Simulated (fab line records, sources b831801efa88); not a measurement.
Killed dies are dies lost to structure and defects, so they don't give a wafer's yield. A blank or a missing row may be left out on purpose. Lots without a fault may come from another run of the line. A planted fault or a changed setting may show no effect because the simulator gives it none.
fab line records | flow sky130
record lots=14 wafers=42 last_day=50
route steps=708 shown METAL3@565 VIA3@596 METAL4@602 CAP2M@615
lots that met no fault: from a run of the same line without faults
start_h: hours from the record's first day to the start of the lot's first wafer shown | wait_h: hours since the lot's step before | " the same as in the row above | L1.1+2: a row that stands for several wafers | - no value, or no start given | * or withheld: withheld | < > ~ a bound
route shown NAME@n: a module of which the file shows steps, and the number in the route of the first | usual: mean/standard deviation of fault-free wafers | same: alike in all rows | chamber/n: place in a boat | sites: the reading at each site | _std_site: their standard deviation | _edge_site: outer sites' mean less inner sites' | radius_mm: how far each site lies from the wafer's centre | mask NAME#n: copy n | behind: the tool/chamber that last shaped the wafer | hold: why the lot was held/for how many hours/how that ended | device: the transistor (n, p or np) that didn't switch | end of line: the same wafers' tests at the end of the route | a step without rows: its recipe alone | killed: dies lost to structure and defects at the first sort, not the wafer's yield | map: a wafer's dies, x killed, . not, _ none there
set.NAME: the setting as run; set.NAME@STEP: as run at that earlier step | model.NAME: the simulator's own value behind a step, which no gauge read
steps of the route over a sample of lots; a table a step, a row a wafer
services: from which hour (start_h, from the record's first day; less than 0 if before it) a tool's chamber was out of use, for how many hours, and why
## steps
# step SKY_METAL3_DESCUM_15
# recipe chemistry=O2 source_power_w=150 bias_power_w=0 pressure_mtorr=10 temp_c=40 time_s=8
# usual drypump_motor_current_A=5.8/0.47 oes_product_au=1.001/0.0093
# same bias_power_w=0
# columns lot.wafer tool chamber start_h wait_h drypump_motor_current_A oes_product_au rf_hours_counter_h
L119.1 rie_metal-03 0 893.04 0.0 5.9 0.999 5
L119.4 " 0 " " 5.9 0.994 -
L119.5 " 0 " " 5.9 0.994 -
L120.1 rie_metal-02 0 900.59 0.0 6.0 0.993 2
L120.5 " 0 " " 6.0 0.997 -
L120.6 " 0 " " 6.0 1.004 -
L121.4 rie_metal-02 1 908.70 0.0 6.2 1.008 -
L121.5 " 0 " " 6.0 0.996 -
L121.6 " 1 " " 6.2 1.022 -
L122.4 rie_metal-03 1 915.30 0.0 5.4 1.005 -
L122.5 " 1 " " 5.4 0.988 -
L122.6 " 0 " " 5.9 1.005 -
L124.1 rie_metal-04 1 940.14 0.0 4.9 1.009 16
L124.2 " 1 " " 4.9 1.023 -
L124.5 " 1 " " 4.9 1.017 -
L125.3 rie_metal-03 1 963.47 0.0 5.4 0.997 -
L125.4 " 0 " " 5.9 0.995 -
L125.5 " 1 " " 5.3 1.001 -
L127.2 rie_metal-04 0 963.75 0.0 6.6 0.989 14
L127.3 " 1 " " 4.9 1.009 -
L127.6 " 1 " " 4.9 0.999 -
L128.2 rie_metal-02 1 969.45 0.0 6.2 1.014 15
L128.4 " 1 " " 6.1 1.008 -
L128.6 " 0 " " 6.0 0.996 -
L137.2 rie_metal-04 1 1031.80 0.0 4.9 1.003 22
L137.4 " 1 " " 4.9 1.005 -
L137.5 " 1 " " 4.9 1.009 -
L138.2 rie_metal-03 0 1036.59 0.0 5.9 1.002 12
L138.4 " 0 " " 5.9 1.007 -
L138.6 " 1 " " 5.4 1.001 -
L139.1 rie_metal-02 1 1045.29 0.0 6.1 1.009 19
L139.3 " 0 " " 6.1 1.006 -
L139.5 " 1 " " 6.1 1.012 -
L140.1 rie_metal-02 0 1050.10 0.0 6.0 0.992 10
L140.3 " 1 " " 6.1 1.014 -
L140.6 " 0 " " 6.0 0.988 -
L141.2 rie_metal-03 0 1050.57 0.0 5.9 1.001 13
L141.4 " 1 " " 5.4 0.998 -
L141.6 " 0 " " 5.9 0.998 -
L142.1 rie_metal-04 0 1053.29 0.0 6.5 0.992 21
L142.3 " 0 " " 6.6 1.001 -
L142.6 " 0 " " 6.5 1.000 -
# step SKY_VIA3_THK_MEAS_23
# recipe thk_meas_gauge=xrf reads=W_of_VIA3_CVD_21
# usual VIA3_W_THK=396/5.6
# columns lot.wafer tool chamber start_h wait_h VIA3_W_THK[nm]
L119.1 film_metro-01 - 921.43 0.1 395
L119.4 " - " " 391
L119.5 " - " " 398
L120.1 film_metro-02 - 927.89 0.1 396
L120.5 " - " " 402
L120.6 " - " " 396
L121.4 film_metro-04 - 935.96 0.1 389
L121.5 " - " " 384
L121.6 " - " " 392
L122.4 film_metro-01 - 942.69 0.1 401
L122.5 " - " " 398
L122.6 " - " " 404
L124.1 film_metro-01 - 966.76 0.1 398
L124.2 " - " " 400
L124.5 " - " " 395
L127.2 film_metro-02 - 990.10 0.1 397
L127.3 " - " " 402
L127.6 " - " " 396
L125.3 film_metro-01 - 991.14 0.1 410
L125.4 " - " " 394
L125.5 " - " " 403
L128.2 film_metro-02 - 996.07 0.1 409
L128.4 " - " " 397
L128.6 " - " " 407
L137.2 film_metro-04 - 1057.12 0.1 396
L137.4 " - " " 400
L137.5 " - " " 399
L138.2 film_metro-04 - 1061.11 0.1 394
L138.4 " - " " 393
L138.6 " - " " 397
L139.1 film_metro-04 - 1069.42 0.1 403
L139.3 " - " " 395
L139.5 " - " " 402
L140.1 film_metro-02 - 1074.57 0.1 399
L140.3 " - " " 390
L140.6 " - " " 390
L141.2 film_metro-04 - 1074.61 0.1 388
L141.4 " - " " 388
L141.6 " - " " 395
L142.1 film_metro-01 - 1076.94 0.1 402
L142.3 " - " " 402
L142.6 " - " " 394
# step SKY_METAL4_SPUTTER_04
# recipe material=TiN target_thk_nm=70 power_w=6500 time_s=58.3 chamber_pressure_pa=0.4
# usual cathode_dc_power_W=6500.1/1.2 chamber_pressure_pa=0.3999/0.00081 throttle_valve_pct=30.0/1.3
# columns lot.wafer tool chamber start_h wait_h cathode_dc_power_W chamber_pressure_pa throttle_valve_pct
L119.1 pvd_sputter-03 - 922.01 0.0 6502.3 0.3991 28.9
L119.4 " - " " 6500.8 0.3994 31.5
L119.5 " - " " 6498.9 0.3992 31.7
L120.1 pvd_sputter-01 - 928.36 0.0 6500.2 0.4015 31.0
L120.5 " - " " 6501.2 0.4021 30.3
L120.6 " - " " 6499.0 0.3997 29.6
L121.4 pvd_sputter-03 - 936.40 0.0 6500.9 0.4000 31.4
L121.5 " - " " 6500.4 0.3998 28.5
L121.6 " - " " 6499.8 0.3995 31.2
L122.4 pvd_sputter-03 - 943.12 0.0 6499.6 0.4001 28.9
L122.5 " - " " 6499.8 0.4003 31.4
L122.6 " - " " 6501.1 0.3999 28.9
L124.1 pvd_sputter-03 - 967.23 0.0 6500.1 0.3988 28.6
L124.2 " - " " 6500.9 0.3995 31.2
L124.5 " - " " 6501.1 0.4000 28.7
L127.2 pvd_sputter-02 - 990.56 0.0 6500.2 0.3994 29.5
L127.3 " - " " 6498.7 0.4005 29.9
L127.6 " - " " 6501.9 0.4007 30.0
L125.3 pvd_sputter-02 - 991.58 0.0 6500.8 0.4002 27.6
L125.4 " - " " 6499.4 0.4010 29.8
L125.5 " - " " 6498.7 0.3993 29.9
L128.2 pvd_sputter-03 - 996.53 0.0 6500.6 0.4008 28.9
L128.4 " - " " 6498.7 0.3984 31.3
L128.6 " - " " 6500.0 0.4001 28.3
L137.2 pvd_sputter-02 - 1057.57 0.0 - - -
L137.4 " - " " - - -
L137.5 " - " " - - -
L138.2 pvd_sputter-03 - 1061.57 0.0 - - -
L138.4 " - " " - - -
L138.6 " - " " - - -
L139.1 pvd_sputter-03 - 1070.25 0.0 6499.7 0.3993 31.2
L139.3 " - " " 6499.1 0.4001 31.5
L139.5 " - " " 6502.6 0.3990 29.1
L140.1 pvd_sputter-01 - 1075.04 0.0 6498.2 0.4006 31.1
L140.3 " - " " 6499.0 0.4015 32.6
L140.6 " - " " 6498.2 0.4007 30.3
L141.2 pvd_sputter-03 - 1075.06 0.0 6502.1 0.3989 28.3
L141.4 " - " " 6502.6 0.3996 31.7
L141.6 " - " " 6498.2 0.3996 29.0
L142.1 pvd_sputter-03 - 1077.40 0.0 6499.9 0.3991 31.3
L142.3 " - " " 6499.3 0.3989 28.9
L142.6 " - " " 6499.6 0.3999 27.8
# step SKY_CAP2M_OVL_MEAS_12
# usual CAP2M_OVL=0.4/1.5
# columns lot.wafer tool chamber start_h wait_h CAP2M_OVL[nm]
L119.1 overlay-01 - 946.54 0.1 1.7
L119.4 " - " " 3.7
L119.5 " - " " 3.4
L120.1 overlay-02 - 952.39 0.1 0.1
L120.5 " - " " 2.7
L120.6 " - " " 2.3
L121.4 overlay-02 - 961.05 0.1 -2.4
L121.5 " - " " 0.1
L121.6 " - " " -0.3
L122.4 overlay-02 - 967.74 0.1 0.7
L122.5 " - " " -0.2
L122.6 " - " " -1.6
L124.1 overlay-01 - 990.68 0.1 2.9
L124.2 " - " " -0.1
L124.5 " - " " 1.8
L127.2 overlay-01 - 1013.79 0.1 1.7
L127.3 " - " " 1.1
L127.6 " - " " 2.8
L125.3 overlay-02 - 1014.40 0.1 1.3
L125.4 " - " " 0.9
L125.5 " - " " 2.2
L128.2 overlay-01 - 1019.10 0.1 0.6
L128.4 " - " " -1.1
L128.6 " - " " 0.1
L137.2 overlay-01 - 1078.24 0.1 -1.0
L137.4 " - " " 0.2
L137.5 " - " " -1.4
L138.2 overlay-02 - 1082.89 0.1 1.5
L138.4 " - " " 3.3
L138.6 " - " " 2.9
L139.1 overlay-01 - 1091.34 0.1 -0.3
L139.3 " - " " 3.2
L139.5 " - " " 0.6
L140.1 overlay-02 - 1095.32 0.1 0.7
L140.3 " - " " 0.8
L140.6 " - " " -1.4
L141.2 overlay-02 - 1095.63 0.1 -0.5
L141.4 " - " " -2.6
L141.6 " - " " -0.3
L142.1 overlay-02 - 1097.48 0.1 0.1
L142.3 " - " " -0.5
L142.6 " - " " 0.2
# step SKY_METAL4_METAL_ETCH_18
# recipe target_depth_a=8450 stop_on=SiO2 over_etch_frac=0.3 time_s=183.1 chemistry=Cl2/BCl3 resist_sidewall_deg=88 pressure_mtorr=10 icp_w=900 bias_w=48.5 Cl2_flow_sccm=60 bcl3_flow_sccm=30
# usual drypump_motor_current_A=5.5/0.58 oes_product_au=0.863/0.0054 throttle_valve_pct=22.264/0.0098
# columns lot.wafer tool chamber start_h wait_h drypump_motor_current_A oes_product_au rf_hours_counter_h throttle_valve_pct
L119.1 rie_metal-04 0 971.64 0.0 6.6 0.867 15 22.261
L119.4 " 0 " " 6.6 0.869 - 22.267
L119.5 " 1 " " 4.8 0.865 - 22.261
L120.1 rie_metal-04 0 977.14 0.0 6.6 0.856 15 22.251
L120.5 " 0 " " 6.6 0.861 - 22.264
L120.6 " 1 " " 4.9 0.854 - 22.281
L121.4 rie_metal-03 1 986.09 0.1 5.4 0.856 - 22.279
L121.5 " 1 " " 5.4 0.858 - 22.273
L121.6 " 0 " " 5.9 0.866 - 22.268
L122.4 rie_metal-04 1 994.12 0.1 4.9 0.868 - 22.264
L122.5 " 0 " " 6.6 0.869 - 22.253
L122.6 " 1 " " 4.9 0.867 - 22.269
L124.1 rie_metal-01 1 1014.43 0.0 5.0 0.862 12 22.272
L124.2 " 0 " " 5.8 0.866 15 22.273
L124.5 " 1 " " 5.0 0.866 - 22.264
L127.2 rie_metal-03 1 1037.38 0.0 5.4 0.861 21 22.255
L127.3 " 0 " " 5.9 0.854 - 22.270
L127.6 " 1 " " 5.4 0.862 - 22.277
L125.3 rie_metal-01 0 1038.25 0.1 5.8 0.871 - 22.262
L125.4 " 1 " " 5.0 0.867 - 22.245
L125.5 " 1 " " 4.9 0.865 - 22.246
L128.2 rie_metal-01 1 1042.51 0.0 4.9 0.858 14 22.259
L128.4 " 1 " " 4.9 0.862 - 22.254
L128.6 " 0 " " 5.8 0.858 - 22.267
L137.2 rie_metal-01 1 1099.04 0.0 4.9 0.830 18 22.242
L137.4 " 0 " " 5.8 0.829 - 22.276
L137.5 " 1 " " 4.9 0.820 - 22.258
L138.2 rie_metal-01 0 1103.96 0.0 5.8 0.819 21 22.283
L138.4 " 0 " " 5.8 0.831 - 22.259
L138.6 " 1 " " 4.9 0.825 - 22.276
L139.1 rie_metal-01 0 1112.58 0.0 5.8 0.865 21 22.255
L139.3 " 1 " " 5.0 0.854 - 22.251
L139.5 " 1 " " 4.9 0.859 - 22.277
L140.1 rie_metal-04 0 1116.83 0.0 6.5 0.866 26 22.268
L140.3 " 0 " " 6.5 0.866 - 22.261
L140.6 " 0 " " 6.5 0.861 - 22.246
L141.2 rie_metal-01 1 1117.18 0.0 4.9 0.861 19 22.248
L141.4 " 1 " " 4.9 0.858 - 22.243
L141.6 " 1 " " 4.9 0.862 - 22.275
L142.1 rie_metal-04 1 1118.41 0.0 4.9 0.863 4 22.259
L142.3 " 0 " " 6.6 0.858 - 22.258
L142.6 " 1 " " 4.9 0.868 - 22.274
## services
# columns tool chamber start_h hours kind
pvd_sputter-01 - 876.53 3.0 repair
rie_metal-02 1 889.01 14.1 repair
rie_metal-04 1 914.32 2.2 repair
pvd_sputter-01 - 929.35 4.1 repair
rie_metal-04 0 939.56 8.2 repair
pvd_sputter-02 3 943.68 - consumable_replace:kit
pvd_sputter-02 3 943.68 18.0 scheduled_down
pvd_sputter-02 3 943.68 18.0 vent_cycle
pvd_sputter-02 - 965.01 2.7 repair
pvd_sputter-01 - 1016.94 1.3 repair
rie_metal-04 1 1040.90 - clean
rie_metal-04 1 1040.90 23.1 scheduled_down
rie_metal-04 1 1040.90 23.1 vent_cycle
rie_metal-02 0 1041.33 1.7 repair
pvd_sputter-02 - 1042.02 13.8 repair
pvd_sputter-02 2 1062.95 - consumable_replace:kit
pvd_sputter-02 2 1062.95 18.0 scheduled_down
pvd_sputter-02 2 1062.95 18.0 vent_cycle
pvd_sputter-02 - 1067.48 12.5 repair
pvd_sputter-03 1 1077.45 - consumable_replace:kit
pvd_sputter-03 1 1077.45 18.0 scheduled_down
pvd_sputter-03 1 1077.45 18.0 vent_cycle
rie_metal-03 0 1092.37 14.1 repair
rie_metal-02 0 1098.27 5.1 repair
## key
first_sign step=SKY_METAL4_SPUTTER_04 reading=tool_record direction=missing
effect step=SKY_METAL4_METAL_ETCH_18 reading=oes_product_au direction=down sigmas=6.9 usual=0.863 struck=0.826
met_at SKY_METAL4_SPUTTER_04
struck_lots L137,L138
later_rows_left_out L137.2,L137.4,L137.5,L138.2,L138.4,L138.6
sort_left_out L137.2,L137.4,L137.5,L138.2,L138.4,L138.6
not_acting_at SKY_METAL3_DESCUM_15,SKY_VIA3_THK_MEAS_23,SKY_CAP2M_OVL_MEAS_12
onset_between 996.53 1057.57
fault kind=skipped_step_whole tool=pvd_sputter-02,pvd_sputter-03 chamber=- onset_h=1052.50 steps=SKY_METAL4_SPUTTER_04 scope=struck_lots_only
# sort_left_out: the simulated sort isn't trusted on such a fault, so these wafers' sort isn't shown, and their yield isn't known
# later_rows_left_out: the simulator's readings of these wafers behind a module that went badly wrong aren't trusted and aren't shown, but for the sort
